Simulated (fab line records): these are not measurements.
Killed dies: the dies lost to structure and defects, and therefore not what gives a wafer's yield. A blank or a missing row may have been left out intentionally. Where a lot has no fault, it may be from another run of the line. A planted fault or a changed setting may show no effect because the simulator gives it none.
Commonality check across tools + flow gf180mcu + 13 lots and 39 wafers in the sample

== WHY IT WAS OPENED ==
Of 13 lots, 1 have the reading HV_LDD_RS flagged at GF_HV_LDD_RS_MEAS_53. Wafers without a fault read 418.4 ohm/sq, standard deviation 0.9.
Rule: a lot is flagged when every wafer of it that has a number lies more than 4 standard deviations from that mean, or none has a number. The rest of the lots are taken to be sound.

| lot  | measured     | on            | HV_LDD_RS (ohm/sq), wafer by wafer | flag    |
|------|--------------|---------------|------------------------------------|---------|
| L809 | day 12 09:53 | film_metro-04 | 419.4 419.0 418.8                  |         |
| L811 | day 13 02:02 | film_metro-04 | 419.3 418.9 419.6                  |         |
| L812 | day 13 11:31 | film_metro-01 | 419.1 418.9 418.7                  |         |
| L813 | day 13 23:36 | film_metro-04 | 417.9 418.7 418.0                  |         |
| L817 | day 15 02:40 | film_metro-01 | 417.4 418.3 418.3                  |         |
| L818 | day 15 07:32 | film_metro-04 | 417.8 418.3 417.9                  |         |
| L820 | day 16 10:34 | film_metro-02 | 418.5 418.1 418.5                  |         |
| L823 | day 17 06:42 | film_metro-02 | 418.0 418.8 418.8                  |         |
| L824 | day 17 17:50 | film_metro-04 | 417.0 417.6 416.9                  |         |
| L826 | day 18 07:52 | film_metro-01 | 419.8 420.3 419.8                  |         |
| L827 | day 18 18:14 | film_metro-01 | 418.5 418.1 417.9                  |         |
| L828 | day 18 19:26 | film_metro-02 | 418.4 418.6 418.5                  |         |
| L830 | day 19 12:13 | film_metro-02 | 423.3 422.4 422.6                  | FLAGGED |
Average over the flagged lots: 422.8 ohm/sq; offset from the usual +4.4 ohm/sq, equal to +5 standard deviations.

== WHICH TOOL EACH LOT WENT THROUGH ==
The record keeps 1 process step preceding the reading, out of 602 steps on the route. Every cell lists first the tool, next ch and the chambers used by the sampled wafers, and last the start.
| lot  | flag    | GF_HV_LDD_IMPLANT_33            |
|------|---------|---------------------------------|
| L809 |         | implanter-04 ch 0, day 11 13:38 |
| L811 |         | implanter-02 ch 0, day 12 05:59 |
| L812 |         | implanter-03 ch 0, day 12 14:43 |
| L813 |         | implanter-04 ch 0, day 13 02:34 |
| L817 |         | implanter-03 ch 0, day 14 05:03 |
| L818 |         | implanter-03 ch 0, day 14 09:11 |
| L820 |         | implanter-03 ch 0, day 15 11:59 |
| L823 |         | implanter-02 ch 0, day 16 06:31 |
| L824 |         | implanter-04 ch 0, day 16 17:13 |
| L826 |         | implanter-03 ch 0, day 17 07:37 |
| L827 |         | implanter-03 ch 0, day 17 17:07 |
| L828 |         | implanter-04 ch 0, day 17 18:56 |
| L830 | FLAGGED | implanter-03 ch 0, day 18 10:58 |
These steps, and what they do:
- GF_HV_LDD_IMPLANT_33
- GF_HV_LDD_RS_MEAS_53: measures by four-point-probe.

== FLAGGED AGAINST TOTAL, ONE TOOL AT A TIME (gauges that did the reading follow at the end) ==
| step                 | tool          | lots run | flagged | share of the flagged lots | sound lots run after its first flagged lot |
|----------------------|---------------|----------|---------|---------------------------|--------------------------------------------|
| GF_HV_LDD_IMPLANT_33 | implanter-02  | 2        | 0       | none                      | -                                          |
| GF_HV_LDD_IMPLANT_33 | implanter-03  | 7        | 1       | all                       | 0                                          |
| GF_HV_LDD_IMPLANT_33 | implanter-04  | 4        | 0       | none                      | -                                          |
| GF_HV_LDD_RS_MEAS_53 | film_metro-01 | 4        | 0       | none                      | -                                          |
| GF_HV_LDD_RS_MEAS_53 | film_metro-02 | 4        | 1       | all                       | 0                                          |
| GF_HV_LDD_RS_MEAS_53 | film_metro-04 | 5        | 0       | none                      | -                                          |

== THE TABLE: WHAT IT ALLOWS ==
2 rows of the table ran every flagged lot: implanter-03 at GF_HV_LDD_IMPLANT_33, film_metro-02 at GF_HV_LDD_RS_MEAS_53.
- implanter-03 at GF_HV_LDD_IMPLANT_33 ran 7 lots, 1 of them flagged. A fault beginning between L827 (day 17 17:07), its last sound lot, and L830 (day 18 10:58), its first flagged one, fits the data.
- film_metro-02 at GF_HV_LDD_RS_MEAS_53 ran 4 lots, 1 of them flagged. A fault beginning between L828 (day 18 19:26), its last sound lot, and L830 (day 19 12:13), its first flagged one, fits the data.
Counting lots can't tell these 2 tools apart, because each fits a fault that began at some hour. More lots, or a look at what each step does to the wafer, might.

== WHAT HAD BEEN PUT IN BY THE SIMULATOR ==
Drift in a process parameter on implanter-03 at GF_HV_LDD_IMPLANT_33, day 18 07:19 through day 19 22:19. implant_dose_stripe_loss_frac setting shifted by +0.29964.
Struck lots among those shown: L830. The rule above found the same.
